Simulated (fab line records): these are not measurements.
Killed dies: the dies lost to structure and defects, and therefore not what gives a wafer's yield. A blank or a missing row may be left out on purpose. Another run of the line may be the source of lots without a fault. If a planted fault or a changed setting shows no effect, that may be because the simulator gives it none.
fab line records	flow sky130	part 1 of 2: steps 1 to 28 of 43
record: lots: 5	wafers: 15	last_day: 50
route steps=708 shown LDD_N@238 LDD_P@255 LDD_HVN@267 LDD_HVP@278
lots with no fault: from the same line, run without faults
start_h: the number of hours between the record's first day and the start of the first shown wafer of the lot	wait_h: how many hours have passed since the lot's step before this one	" same as the row above	L1.1+2: a single row standing in for several wafers	- value missing, or start not given	* or withheld: withheld	< > ~ a bound
route shown NAME@n: names a module that has steps shown in the file, with the first one's number in the route	usual: the fault-free wafers' mean and standard deviation	same: alike in all rows	chamber/n: place in a boat	sites: per-site readings	_std_site: their standard deviation	_edge_site: outer sites' mean less inner sites'	radius_mm: how far each site lies from the wafer's centre	mask NAME#n: copy n	behind: the last tool/chamber to shape the wafer	hold: cause of the lot's hold/its duration in hours/its outcome	device: transistor that didn't switch, given as n, p or np	end of line: at the end of the route, the tests of the same wafers	a step without rows: its recipe alone	killed: dies that structure and defects cost at the first sort, which is not the same as the wafer's yield	map: shows each die of a wafer: x if killed, . if not, _ if none is there
set.NAME: setting as actually run; set.NAME@STEP: the setting as run at that earlier step	model.NAME: the simulator's own value behind a step, which no gauge read
certain route steps with their lots: each step a table, each wafer a row
services: a tool's chamber out of use, with start hour (start_h, from the record's first day; less than 0 if before it), hours out, and reason
== steps ==
step: SKY_LDD_N_HMDS_01
recipe: prime_time_s: 60	prime_temp_c: 120
lot.wafer	tool	chamber	start_h	wait_h
L082.2+3+6	litho_track-04	0	461.99	0.1
L083.1+2+3	litho_track-01	0	473.25	0.1
L092.1+3+4	litho_track-01	0	535.60	0.1
L094.1+3+4	litho_track-01	0	565.95	0.1
L095.1+3+5	litho_track-02	0	569.67	0.1
step: SKY_LDD_N_COAT_02
recipe: resist: NOVOLAK	spin_rpm: 3000	resist_thk_nm: 300
lot.wafer	tool	chamber	start_h	wait_h
L082.2+3+6	litho_track-04	0	462.14	0.1
L083.1+2+3	litho_track-01	0	473.40	0.1
L092.1+3+4	litho_track-01	0	535.75	0.1
L094.1+3+4	litho_track-01	0	566.10	0.1
L095.1+3+5	litho_track-02	0	569.82	0.1
step: SKY_LDD_N_SOFTBAKE_03
recipe: temp_c: 90	time_s: 60	resist: NOVOLAK
lot.wafer	tool	chamber	start_h	wait_h
L082.2+3+6	litho_track-04	0	462.29	0.1
L083.1+2+3	litho_track-01	0	473.55	0.1
L092.1+3+4	litho_track-01	0	535.90	0.1
L094.1+3+4	litho_track-01	0	566.25	0.1
L095.1+3+5	litho_track-02	0	569.97	0.1
step: SKY_LDD_N_EXPOSE_04
recipe: mask_id: NTM	target_cd_nm: 840	na: 0.6	source_shape: conventional	sigma_outer: 0.6	dose_mj: 110
lot.wafer	tool	chamber	start_h	wait_h	mask
L082.2+3+6	iline_stepper-02	0	-	-	NTM#0
L083.1+2+3	iline_stepper-02	0	-	-	NTM#0
L092.1+3+4	iline_stepper-01	0	-	-	NTM#0
L094.1+3+4	iline_stepper-02	0	-	-	NTM#0
L095.1+3+5	iline_stepper-01	0	-	-	NTM#0
step: SKY_LDD_N_PEB_05
recipe: temp_c: withheld	time_s: *	resist: NOVOLAK
lot.wafer	tool	chamber	start_h	wait_h
L082.2+3+6	litho_track-02	0	-	-
L083.1+2+3	litho_track-01	0	-	-
L092.1+3+4	litho_track-01	0	-	-
L094.1+3+4	litho_track-04	0	-	-
L095.1+3+5	litho_track-04	0	-	-
step: SKY_LDD_N_DEVELOP_06
recipe: develop_time_s: 60	dev_temp_c: 23
lot.wafer	tool	chamber	start_h	wait_h
L082.2+3+6	litho_track-02	0	476.85	0.1
L083.1+2+3	litho_track-01	0	488.40	0.1
L092.1+3+4	litho_track-01	0	549.35	0.1
L094.1+3+4	litho_track-04	0	579.51	0.1
L095.1+3+5	litho_track-04	0	582.21	0.1
step: SKY_LDD_N_OVL_MEAS_07
usual: LDD_N_OVL: 0.9/1.2
lot.wafer	tool	chamber	start_h	wait_h	LDD_N_OVL[nm]
L082.2	overlay-02	-	476.98	0.1	-0.2
L082.3	"	-	"	"	0.5
L082.6	"	-	"	"	-0.8
L083.1	overlay-01	-	488.55	0.1	1.8
L083.2	"	-	"	"	0.9
L083.3	"	-	"	"	1.1
L092.1	overlay-01	-	549.50	0.1	0.5
L092.3	"	-	"	"	0.0
L092.4	"	-	"	"	0.5
L094.1	overlay-01	-	579.66	0.1	1.3
L094.3	"	-	"	"	0.5
L094.4	"	-	"	"	-1.4
L095.1	overlay-02	-	582.36	0.1	4.5
L095.3	"	-	"	"	1.2
L095.5	"	-	"	"	3.2
step: SKY_LDD_N_IMPLANT_08
recipe: species: As	energy_kev: 20	dose_cm2: 7.5e+13	tilt_deg: withheld	rotation_deg: 23
usual: beam_on_s: 10.00/0.21	dose_ions_cm2: 7.5e+13/9.4e+10
lot.wafer	tool	chamber	start_h	wait_h	beam_on_s	dose_ions_cm2
L082.2	implanter-02	0	477.03	0.0	10.20	7.502e+13
L082.3	"	0	"	"	10.10	7.502e+13
L082.6	"	0	"	"	9.48	7.501e+13
L083.1	implanter-03	0	488.59	0.0	9.90	7.503e+13
L083.2	"	0	"	"	9.93	7.498e+13
L083.3	"	0	"	"	9.91	7.509e+13
L092.1	implanter-02	0	549.54	0.0	9.86	7.513e+13
L092.3	"	0	"	"	10.19	7.523e+13
L092.4	"	0	"	"	9.79	7.525e+13
L094.1	implanter-02	0	579.70	0.0	9.87	7.502e+13
L094.3	"	0	"	"	10.17	7.497e+13
L094.4	"	0	"	"	10.08	7.499e+13
L095.1	implanter-02	0	582.40	0.0	10.22	7.491e+13
L095.3	"	0	"	"	9.77	7.49e+13
L095.5	"	0	"	"	9.88	7.493e+13
step: SKY_LDD_N_IMPLANT_09
recipe: species: As	energy_kev: 20	dose_cm2: 7.5e+13	tilt_deg: withheld	rotation_deg: 113
usual: beam_on_s: 10.00/0.2	dose_ions_cm2: 7.501e+13/9e+10
lot.wafer	tool	chamber	start_h	wait_h	beam_on_s	dose_ions_cm2
L082.2	implanter-02	0	477.18	0.1	9.94	7.497e+13
L082.3	"	0	"	"	9.88	7.493e+13
L082.6	"	0	"	"	10.09	7.507e+13
L083.1	implanter-03	0	488.74	0.1	10.23	7.51e+13
L083.2	"	0	"	"	10.22	7.509e+13
L083.3	"	0	"	"	10.12	7.505e+13
L092.1	implanter-02	0	549.69	0.1	9.96	7.503e+13
L092.3	"	0	"	"	10.24	7.499e+13
L092.4	"	0	"	"	9.78	7.512e+13
L094.1	implanter-02	0	579.85	0.1	10.19	7.491e+13
L094.3	"	0	"	"	10.25	7.5e+13
L094.4	"	0	"	"	10.10	7.505e+13
L095.1	implanter-02	0	582.55	0.1	10.31	7.482e+13
L095.3	"	0	"	"	9.85	7.51e+13
L095.5	"	0	"	"	10.20	7.51e+13
step: SKY_LDD_N_IMPLANT_10
recipe: species: As	energy_kev: 20	dose_cm2: 7.5e+13	tilt_deg: withheld	rotation_deg: 203
usual: beam_on_s: 9.97/0.19	dose_ions_cm2: 7.5e+13/8.4e+10
lot.wafer	tool	chamber	start_h	wait_h	beam_on_s	dose_ions_cm2
L082.2	implanter-02	0	477.33	0.1	9.75	7.492e+13
L082.3	"	0	"	"	10.03	7.497e+13
L082.6	"	0	"	"	9.71	7.487e+13
L083.1	implanter-03	0	488.89	0.1	9.88	7.499e+13
L083.2	"	0	"	"	9.94	7.499e+13
L083.3	"	0	"	"	9.71	7.512e+13
L092.1	implanter-02	0	549.84	0.1	10.42	7.496e+13
L092.3	"	0	"	"	10.03	7.486e+13
L092.4	"	0	"	"	10.01	7.5e+13
L094.1	implanter-02	0	580.00	0.1	9.80	7.5e+13
L094.3	"	0	"	"	9.90	7.506e+13
L094.4	"	0	"	"	9.87	7.506e+13
L095.1	implanter-02	0	582.70	0.1	9.95	7.5e+13
L095.3	"	0	"	"	9.92	7.511e+13
L095.5	"	0	"	"	9.80	7.491e+13
step: SKY_LDD_N_IMPLANT_11
recipe: species: As	energy_kev: 20	dose_cm2: 7.5e+13	tilt_deg: withheld	rotation_deg: 293
usual: beam_on_s: 10.00/0.21	dose_ions_cm2: 7.501e+13/9.4e+10
lot.wafer	tool	chamber	start_h	wait_h	beam_on_s	dose_ions_cm2
L082.2	implanter-02	0	477.48	0.1	9.81	7.502e+13
L082.3	"	0	"	"	9.94	7.497e+13
L082.6	"	0	"	"	10.40	7.505e+13
L083.1	implanter-03	0	489.04	0.1	10.04	7.493e+13
L083.2	"	0	"	"	9.92	7.49e+13
L083.3	"	0	"	"	9.75	7.504e+13
L092.1	implanter-02	0	549.99	0.1	10.12	7.494e+13
L092.3	"	0	"	"	10.13	7.49e+13
L092.4	"	0	"	"	9.96	7.511e+13
L094.1	implanter-02	0	580.15	0.1	10.39	7.495e+13
L094.3	"	0	"	"	10.04	7.504e+13
L094.4	"	0	"	"	10.07	7.515e+13
L095.1	implanter-02	0	582.85	0.1	9.91	7.506e+13
L095.3	"	0	"	"	9.82	7.514e+13
L095.5	"	0	"	"	10.05	7.517e+13
step: SKY_LDD_N_IMPLANT_12
recipe: species: BF2	energy_kev: 50	dose_cm2: 5e+12	tilt_deg: 30	rotation_deg: 0
usual: beam_on_s: 9.98/0.19	dose_ions_cm2: 5.001e+12/6e+09
lot.wafer	tool	chamber	start_h	wait_h	beam_on_s	dose_ions_cm2
L082.2	implanter-02	0	477.63	0.1	10.17	4.986e+12
L082.3	"	0	"	"	9.91	5e+12
L082.6	"	0	"	"	10.28	5.011e+12
L083.1	implanter-03	0	489.19	0.1	9.92	5.004e+12
L083.2	"	0	"	"	10.16	4.996e+12
L083.3	"	0	"	"	10.24	5.002e+12
L092.1	implanter-02	0	550.14	0.1	9.96	5.008e+12
L092.3	"	0	"	"	10.05	5.002e+12
L092.4	"	0	"	"	9.88	5.003e+12
L094.1	implanter-02	0	580.30	0.1	10.09	4.992e+12
L094.3	"	0	"	"	10.12	5e+12
L094.4	"	0	"	"	9.43	4.996e+12
L095.1	implanter-02	0	583.00	0.1	9.82	4.996e+12
L095.3	"	0	"	"	9.88	4.994e+12
L095.5	"	0	"	"	9.89	4.992e+12
step: SKY_LDD_N_IMPLANT_13
recipe: species: BF2	energy_kev: 50	dose_cm2: 5e+12	tilt_deg: 30	rotation_deg: 90
usual: beam_on_s: 9.98/0.2	dose_ions_cm2: 5e+12/5.9e+09
lot.wafer	tool	chamber	start_h	wait_h	beam_on_s	dose_ions_cm2
L082.2	implanter-02	0	477.78	0.1	10.34	4.998e+12
L082.3	"	0	"	"	9.71	5.006e+12
L082.6	"	0	"	"	9.84	5.004e+12
L083.1	implanter-03	0	489.34	0.1	10.35	4.997e+12
L083.2	"	0	"	"	10.07	4.99e+12
L083.3	"	0	"	"	10.34	4.987e+12
L092.1	implanter-02	0	550.29	0.1	10.33	5.002e+12
L092.3	"	0	"	"	9.88	4.996e+12
L092.4	"	0	"	"	9.38	5.005e+12
L094.1	implanter-02	0	580.45	0.1	9.86	4.995e+12
L094.3	"	0	"	"	9.97	5.003e+12
L094.4	"	0	"	"	10.04	5.012e+12
L095.1	implanter-02	0	583.15	0.1	10.16	4.997e+12
L095.3	"	0	"	"	9.88	4.996e+12
L095.5	"	0	"	"	10.15	4.999e+12
step: SKY_LDD_N_IMPLANT_14
recipe: species: BF2	energy_kev: 50	dose_cm2: 5e+12	tilt_deg: 30	rotation_deg: 180
usual: beam_on_s: 9.98/0.21	dose_ions_cm2: 5e+12/6.9e+09
lot.wafer	tool	chamber	start_h	wait_h	beam_on_s	dose_ions_cm2
L082.2	implanter-02	0	477.93	0.1	10.06	5.002e+12
L082.3	"	0	"	"	10.18	5.004e+12
L082.6	"	0	"	"	10.39	5.002e+12
L083.1	implanter-03	0	489.49	0.1	10.28	5.006e+12
L083.2	"	0	"	"	10.41	4.999e+12
L083.3	"	0	"	"	10.10	4.998e+12
L092.1	implanter-02	0	550.44	0.1	9.71	5.004e+12
L092.3	"	0	"	"	10.05	4.993e+12
L092.4	"	0	"	"	10.03	4.998e+12
L094.1	implanter-02	0	580.60	0.1	10.09	4.999e+12
L094.3	"	0	"	"	9.90	4.994e+12
L094.4	"	0	"	"	10.17	4.997e+12
L095.1	implanter-02	0	583.30	0.1	9.87	4.992e+12
L095.3	"	0	"	"	10.02	4.996e+12
L095.5	"	0	"	"	9.79	4.993e+12
step: SKY_LDD_N_IMPLANT_15
recipe: species: BF2	energy_kev: 50	dose_cm2: 5e+12	tilt_deg: 30	rotation_deg: 270
usual: beam_on_s: 10.03/0.17	dose_ions_cm2: 5e+12/6.3e+09
lot.wafer	tool	chamber	start_h	wait_h	beam_on_s	dose_ions_cm2
L082.2	implanter-02	0	478.08	0.1	10.25	4.997e+12
L082.3	"	0	"	"	9.97	4.992e+12
L082.6	"	0	"	"	9.87	4.989e+12
L083.1	implanter-03	0	489.64	0.1	10.12	5.001e+12
L083.2	"	0	"	"	9.70	4.987e+12
L083.3	"	0	"	"	9.76	4.99e+12
L092.1	implanter-02	0	550.59	0.1	10.00	5.002e+12
L092.3	"	0	"	"	9.88	5.005e+12
L092.4	"	0	"	"	10.06	5.001e+12
L094.1	implanter-02	0	580.75	0.1	10.18	5.006e+12
L094.3	"	0	"	"	10.15	5.005e+12
L094.4	"	0	"	"	10.07	5.006e+12
L095.1	implanter-02	0	583.45	0.1	10.16	5.015e+12
L095.3	"	0	"	"	9.93	5.004e+12
L095.5	"	0	"	"	9.99	5.004e+12
step: SKY_LDD_N_STRIP_16
recipe: chemistry: O2/N2	power_w: 1400	pressure_mtorr: 1500	platen_temp_c: withheld	o2_flow_sccm: 3000	n2_flow_sccm: 300	overash_fraction: 0.5
usual: drypump_motor_current_A: 5.8/0.55	oes_product_au: 0.406/0.0046	strip_time_to_endpoint_s: 4.315/0.013
lot.wafer	tool	chamber	start_h	wait_h	drypump_motor_current_A	oes_product_au	rf_hours_counter_h	strip_time_to_endpoint_s
L082.2	plasma_asher-03	0	478.21	0.1	6.1	0.409	78	4.302
L082.3	"	0	"	"	6.1	0.417	-	4.331
L082.6	"	1	"	"	5.8	0.400	-	4.313
L083.1	plasma_asher-01	1	489.79	0.1	5.4	0.403	40	4.305
L083.2	"	0	"	"	6.0	0.407	40	4.320
L083.3	"	0	"	"	6.0	0.399	-	4.315
L092.1	plasma_asher-01	0	550.74	0.1	5.9	0.407	46	4.290
L092.3	"	1	"	"	5.3	0.411	-	4.325
L092.4	"	0	"	"	6.0	0.410	-	4.315
L094.1	plasma_asher-01	1	580.90	0.1	5.3	0.409	49	4.307
L094.3	"	1	"	"	5.4	0.402	-	4.327
L094.4	"	0	"	"	6.0	0.413	-	4.322
L095.1	plasma_asher-01	0	583.60	0.1	6.0	0.412	50	4.286
L095.3	"	0	"	"	6.0	0.406	-	4.320
L095.5	"	0	"	"	6.0	0.409	-	4.325
step: SKY_LDD_N_TW_MEAS_17
usual: LDD_N_TW: 2582/15
lot.wafer	tool	chamber	start_h	wait_h	LDD_N_TW
L082.2	film_metro-04	-	478.32	0.1	2598
L082.3	"	-	"	"	2606
L082.6	"	-	"	"	2601
L083.1	film_metro-04	-	489.89	0.1	2596
L083.2	"	-	"	"	2599
L083.3	"	-	"	"	2601
L092.1	film_metro-02	-	550.84	0.1	2576
L092.3	"	-	"	"	2573
L092.4	"	-	"	"	2567
L094.1	film_metro-01	-	581.00	0.1	2586
L094.3	"	-	"	"	2579
L094.4	"	-	"	"	2573
L095.1	film_metro-04	-	583.70	0.1	2601
L095.3	"	-	"	"	2594
L095.5	"	-	"	"	2591
step: SKY_LDD_P_DEHYDRATE_00
recipe: temp_c: 200	time_s: 60
lot.wafer	tool	chamber	start_h	wait_h
L082.2+3+6	litho_track-01	0	492.83	14.5
L083.1+2+3	litho_track-04	0	502.51	12.6
L092.1+3+4	litho_track-03	0	566.22	15.4
L094.1+3+4	litho_track-03	0	595.82	14.8
L095.1+3+5	litho_track-01	0	598.95	15.2
step: SKY_LDD_P_HMDS_01
recipe: prime_time_s: 60	prime_temp_c: 120
lot.wafer	tool	chamber	start_h	wait_h
L082.2+3+6	litho_track-01	0	492.98	0.1
L083.1+2+3	litho_track-04	0	502.66	0.1
L092.1+3+4	litho_track-03	0	566.37	0.1
L094.1+3+4	litho_track-03	0	595.97	0.1
L095.1+3+5	litho_track-01	0	599.10	0.1
step: SKY_LDD_P_COAT_02
recipe: resist: NOVOLAK	spin_rpm: 3000	resist_thk_nm: 1140
lot.wafer	tool	chamber	start_h	wait_h
L082.2+3+6	litho_track-01	0	493.13	0.1
L083.1+2+3	litho_track-04	0	502.81	0.1
L092.1+3+4	litho_track-03	0	566.52	0.1
L094.1+3+4	litho_track-03	0	596.12	0.1
L095.1+3+5	litho_track-01	0	599.25	0.1
step: SKY_LDD_P_SOFTBAKE_03
recipe: temp_c: 90	time_s: 60	resist: NOVOLAK
lot.wafer	tool	chamber	start_h	wait_h
L082.2+3+6	litho_track-01	0	493.28	0.1
L083.1+2+3	litho_track-04	0	502.96	0.1
L092.1+3+4	litho_track-03	0	566.67	0.1
L094.1+3+4	litho_track-03	0	596.27	0.1
L095.1+3+5	litho_track-01	0	599.40	0.1
step: SKY_LDD_P_EXPOSE_04
recipe: mask_id: PSDM	na: 0.6	source_shape: conventional	sigma_outer: 0.6	polarization: unpolarized	target_cd_nm: 380	dose_mj: 138
lot.wafer	tool	chamber	start_h	wait_h	mask
L082.2+3+6	iline_stepper-02	0	-	-	PSDM#0
L083.1+2+3	iline_stepper-01	0	-	-	PSDM#0
L092.1+3+4	iline_stepper-02	0	-	-	PSDM#0
L094.1+3+4	iline_stepper-02	0	-	-	PSDM#0
L095.1+3+5	iline_stepper-02	0	-	-	PSDM#0
step: SKY_LDD_P_PEB_05
recipe: temp_c: withheld	time_s: *	resist: NOVOLAK
lot.wafer	tool	chamber	start_h	wait_h
L082.2+3+6	litho_track-03	0	-	-
L083.1+2+3	litho_track-04	0	-	-
L092.1+3+4	litho_track-03	0	-	-
L094.1+3+4	litho_track-03	0	-	-
L095.1+3+5	litho_track-03	0	-	-
step: SKY_LDD_P_DEVELOP_06
recipe: resist: NOVOLAK	developer: TMAH	develop_time_s: 60	dev_temp_c: 23
lot.wafer	tool	chamber	start_h	wait_h
L082.2+3+6	litho_track-03	0	514.89	0.1
L083.1+2+3	litho_track-04	0	517.96	0.1
L092.1+3+4	litho_track-03	0	579.57	0.1
L094.1+3+4	litho_track-03	0	609.22	0.1
L095.1+3+5	litho_track-03	0	612.87	0.1
step: SKY_LDD_P_CD_MEAS_07
recipe: target_cd_nm: 380
usual: cd_nm: 379.4/2.1
lot.wafer	tool	chamber	start_h	wait_h	cd_nm
L082.2	cd_sem-02	-	515.04	0.1	380.8
L082.3	"	-	"	"	384.9
L082.6	"	-	"	"	381.5
L083.1	cd_sem-01	-	518.11	0.1	376.3
L083.2	"	-	"	"	377.2
L083.3	"	-	"	"	379.6
L092.1	cd_sem-02	-	579.72	0.1	376.0
L092.3	"	-	"	"	378.0
L092.4	"	-	"	"	378.1
L094.1	cd_sem-01	-	609.47	0.2	378.2
L094.3	"	-	"	"	375.0
L094.4	"	-	"	"	378.2
L095.1	cd_sem-01	-	613.02	0.1	378.4
L095.3	"	-	"	"	379.4
L095.5	"	-	"	"	379.7
step: SKY_LDD_P_OVL_MEAS_08
usual: LDD_P_OVL: 1.0/1.2
lot.wafer	tool	chamber	start_h	wait_h	LDD_P_OVL[nm]
L082.2	overlay-01	-	515.15	0.1	1.2
L082.3	"	-	"	"	0.7
L082.6	"	-	"	"	1.2
L083.1	overlay-02	-	518.23	0.1	-0.4
L083.2	"	-	"	"	0.6
L083.3	"	-	"	"	-0.7
L092.1	overlay-01	-	579.84	0.1	1.3
L092.3	"	-	"	"	0.5
L092.4	"	-	"	"	1.7
L094.1	overlay-01	-	609.59	0.1	1.5
L094.3	"	-	"	"	0.8
L094.4	"	-	"	"	0.9
L095.1	overlay-02	-	613.14	0.1	0.3
L095.3	"	-	"	"	0.6
L095.5	"	-	"	"	0.6
step: SKY_LDD_P_IMPLANT_09
recipe: species: BF2	energy_kev: 25	dose_cm2: 1e+13	tilt_deg: withheld
usual: beam_on_s: 10.00/0.22	dose_ions_cm2: 9.999e+12/1.2e+10
lot.wafer	tool	chamber	start_h	wait_h	beam_on_s	dose_ions_cm2
L082.2	implanter-04	0	515.20	0.0	9.99	1.0006e+13
L082.3	"	0	"	"	10.28	1.0016e+13
L082.6	"	0	"	"	9.83	1.001e+13
L083.1	implanter-02	0	518.27	0.0	9.94	1.0026e+13
L083.2	"	0	"	"	10.10	9.99e+12
L083.3	"	0	"	"	9.71	9.983e+12
L092.1	implanter-01	0	579.87	0.0	10.07	9.994e+12
L092.3	"	0	"	"	9.88	1.0014e+13
L092.4	"	0	"	"	10.17	1.0004e+13
L094.1	implanter-01	0	609.63	0.0	10.25	9.98e+12
L094.3	"	0	"	"	9.97	9.972e+12
L094.4	"	0	"	"	10.52	9.976e+12
L095.1	implanter-01	0	613.22	0.1	9.82	1.0008e+13
L095.3	"	0	"	"	9.55	1.0009e+13
L095.5	"	0	"	"	9.80	9.991e+12
step: SKY_LDD_P_STRIP_10
recipe: chemistry: O2/N2	power_w: 1400	pressure_mtorr: 1500	platen_temp_c: withheld	o2_flow_sccm: 3000	n2_flow_sccm: 300	overash_fraction: 0.5
usual: drypump_motor_current_A: 5.8/0.49	oes_product_au: 0.716/0.0046	strip_time_to_endpoint_s: 14.16/0.044
lot.wafer	tool	chamber	start_h	wait_h	drypump_motor_current_A	oes_product_au	rf_hours_counter_h	strip_time_to_endpoint_s
L082.2	plasma_asher-04	0	515.33	0.1	6.7	0.710	64	14.13
L082.3	"	1	"	"	5.0	0.717	-	14.15
L082.6	"	0	"	"	6.7	0.720	-	14.12
L083.1	plasma_asher-02	1	518.42	0.1	5.7	0.709	10	14.20
L083.2	"	0	"	"	5.6	0.718	10	14.17
L083.3	"	0	"	"	5.6	0.719	-	14.12
L092.1	plasma_asher-02	1	580.02	0.1	5.7	0.710	15	14.12
L092.3	"	1	"	"	5.7	0.719	-	14.12
L092.4	"	0	"	"	5.6	0.719	-	14.11
L094.1	plasma_asher-04	1	609.78	0.1	5.0	0.726	74	14.17
L094.3	"	0	"	"	6.7	0.714	-	14.16
L094.4	"	1	"	"	5.0	0.720	-	14.14
L095.1	plasma_asher-04	0	613.37	0.1	6.7	0.707	74	14.18
L095.3	"	1	"	"	5.0	0.723	-	14.22
L095.5	"	1	"	"	5.0	0.720	-	14.17
